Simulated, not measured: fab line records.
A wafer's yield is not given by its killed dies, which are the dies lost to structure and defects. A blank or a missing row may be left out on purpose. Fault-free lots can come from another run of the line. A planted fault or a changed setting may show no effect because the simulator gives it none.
A lot that was struck, set against a sound lot / flow sky130 / 33 out of 708 route steps
Sound: these wafers, L739.1, L739.2, L739.5. Wafers struck: L753.1, L753.3, L753.5. At the end, the cause is stated.
Per side, at each step with rows, come the tool, then ch with its chambers, and then its first start. Under that, the readings that differ: sound wafers / struck wafers / difference of the means / sigmas: that difference in standard deviations of wafers without a fault.
alike: a reading whose means differ by less than 2 such deviations, as well as words and numbers matching on both sides. not compared: withheld readings; readings where some wafer has no value; bounds like >300 that might hide an equal value; numbers whose values overlap and for which the record gives no deviation.
Wherever a step has rows on one side only, a row that says differs or no value, or a row with sigmas, the two part there. When numbers do not overlap yet have no deviation, they are printed without sigmas and do not part them. A reading that every wafer of one side lacks parts them only if that side has two wafers or more.

SKY_SD_P_CD_MEAS_07: the cd target is 380 nm.
  struck on cd sem-02, day 32 20:11; sound on cd sem-02, day 28 04:40
  alike: cd nm
SKY_SD_P_OVL_MEAS_08:
  struck on overlay-02, day 32 20:18; sound on overlay-02, day 28 04:47
reading=SD_P_OVL (nm); sound=0.3 -0.3 0.0; struck=-3.5 -2.5 -3.1; difference=-3.0; sigmas=-2
next, for these wafers, 1 step has no rows: SKY_SD_P_IMPLANT_09.
SKY_SD_P_STRIP_10: strips in O2/N2.
  sound on plasma asher-04 ch 0,1, day 28 04:58; struck on plasma asher-03 ch 0,1, day 32 20:29
  alike: chamber pressure mTorr, drypump motor current A, oes product au, strip time to endpoint s
  not compared: rf hours counter h
SKY_SD_P_TW_MEAS_11:
  struck on film metro-03, day 32 20:35; sound on film metro-01, day 28 05:04
  alike: SD_P_TW
then, 7 steps without rows for these wafers: SKY_RES_XHIGH_DEHYDRATE_00 (time 60 s); SKY_RES_XHIGH_HMDS_01 (prime time 60 s); SKY_RES_XHIGH_COAT_02 (resist thk 1140 nm); SKY_RES_XHIGH_SOFTBAKE_03 (time 60 s); SKY_RES_XHIGH_EXPOSE_04 (exposes mask URPM, target cd 1270 nm); SKY_RES_XHIGH_PEB_05; SKY_RES_XHIGH_DEVELOP_06 (develop time 60 s).
SKY_RES_XHIGH_IMPLANT_07:
  sound on implanter-03 ch 0, day 29 09:20; struck on implanter-03 ch 0, day 33 22:51
reading=beam on s (s); sound=42.4 41.6 40.6; struck=20.9 21.9 21.1; difference=-20.2; sigmas=-11
reading=dose ions cm2; sound=3.595e+14 3.597e+14 3.602e+14; struck=1.829e+14 1.823e+14 1.829e+14; difference=-1.771e+14; sigmas=-99 or more
  alike: tilt deg
SKY_RES_XHIGH_STRIP_08: strips in O2/N2.
  sound on plasma asher-02 ch 0,1, day 29 09:29; struck on plasma asher-02 ch 0,1, day 33 23:00
  alike: chamber pressure mTorr, drypump motor current A, oes product au, strip time to endpoint s
  not compared: rf hours counter h
SKY_RES_XHIGH_TW_MEAS_09:
  struck on film metro-02, day 33 23:20; sound on film metro-03, day 29 09:35
reading=RES_XHIGH_TW; sound=1634 1633 1637; struck=1320 1313 1310; difference=-320; sigmas=-23
  not compared: hold
then, 6 steps without rows for these wafers: SKY_SD_N_HMDS_01 (prime time 60 s); SKY_SD_N_COAT_02 (resist thk 1140 nm); SKY_SD_N_SOFTBAKE_03 (time 60 s); SKY_SD_N_EXPOSE_04 (exposes mask NSDM, target cd 380 nm); SKY_SD_N_PEB_05; SKY_SD_N_DEVELOP_06 (develop time 60 s).
SKY_SD_N_CD_MEAS_07: the cd target is 380 nm.
  struck on cd sem-01, day 35 01:28; sound on cd sem-02, day 30 13:16
  alike: cd nm
SKY_SD_N_OVL_MEAS_08:
  struck on overlay-02, day 35 01:35; sound on overlay-02, day 30 13:23
  alike: SD_N_OVL
then, 2 steps without rows for these wafers: SKY_SD_N_IMPLANT_09; SKY_SD_N_IMPLANT_10.
SKY_SD_N_STRIP_11: strips in O2/N2.
  sound on plasma asher-04 ch 0,1, day 30 13:43; struck on plasma asher-03 ch 0,1, day 35 01:56
reading=drypump motor current A (A); sound=5.4 6.1 5.4; struck=6.7 6.7 6.7; difference=+1.1; sigmas=+2
  alike: chamber pressure mTorr, oes product au, strip time to endpoint s
  not compared: rf hours counter h
SKY_SD_N_TW_MEAS_12:
  struck on film metro-01, day 35 02:02; sound on film metro-01, day 30 13:49
  alike: SD_N_TW
then, 1 step without rows for these wafers: SKY_SD_N_CLEAN_13 (cleans in SC1/SC2, time 150 s).
SKY_SD_N_RTA_14: time 2 s.
  sound on rtp anneal-02 ch 0, day 30 13:55; struck on rtp anneal-02 ch 0, day 35 02:08
  alike: chamber o2 ppm, lamp power pct, ramp up c per s, wafer_temp_C_max
SKY_SD_N_RS_MEAS_16: measurement is done with a four-point probe.
  struck on film metro-02, day 35 02:19; sound on film metro-03, day 30 14:06
  alike: SD_N_RS
SKY_SD_N_RS_MEAS_17: measurement is done with a four-point probe.
  struck on film metro-02, day 35 02:26; sound on film metro-03, day 30 14:13
  alike: SD_P_RS
SKY_SD_N_RS_MEAS_18: measurement is done with a four-point probe.
  struck on film metro-02, day 35 02:50; sound on film metro-03, day 30 14:20
reading=RES_XHIGH_RS (ohm/sq); sound=332.5 333.1 331.3; struck=570.9 570.5 570.9; difference=+238.5; sigmas=+99 or more
  not compared: hold
SKY_PAD_OPEN_PROBE_99:
  the record has rows for the sound wafers here (prober-01, day 47 11:02) and none for the struck ones

WHERE THEY PART
Last at SKY_PAD_OPEN_PROBE_99 as far as this record goes, first at SKY_SD_P_OVL_MEAS_08.

WHY: what the simulator had put in
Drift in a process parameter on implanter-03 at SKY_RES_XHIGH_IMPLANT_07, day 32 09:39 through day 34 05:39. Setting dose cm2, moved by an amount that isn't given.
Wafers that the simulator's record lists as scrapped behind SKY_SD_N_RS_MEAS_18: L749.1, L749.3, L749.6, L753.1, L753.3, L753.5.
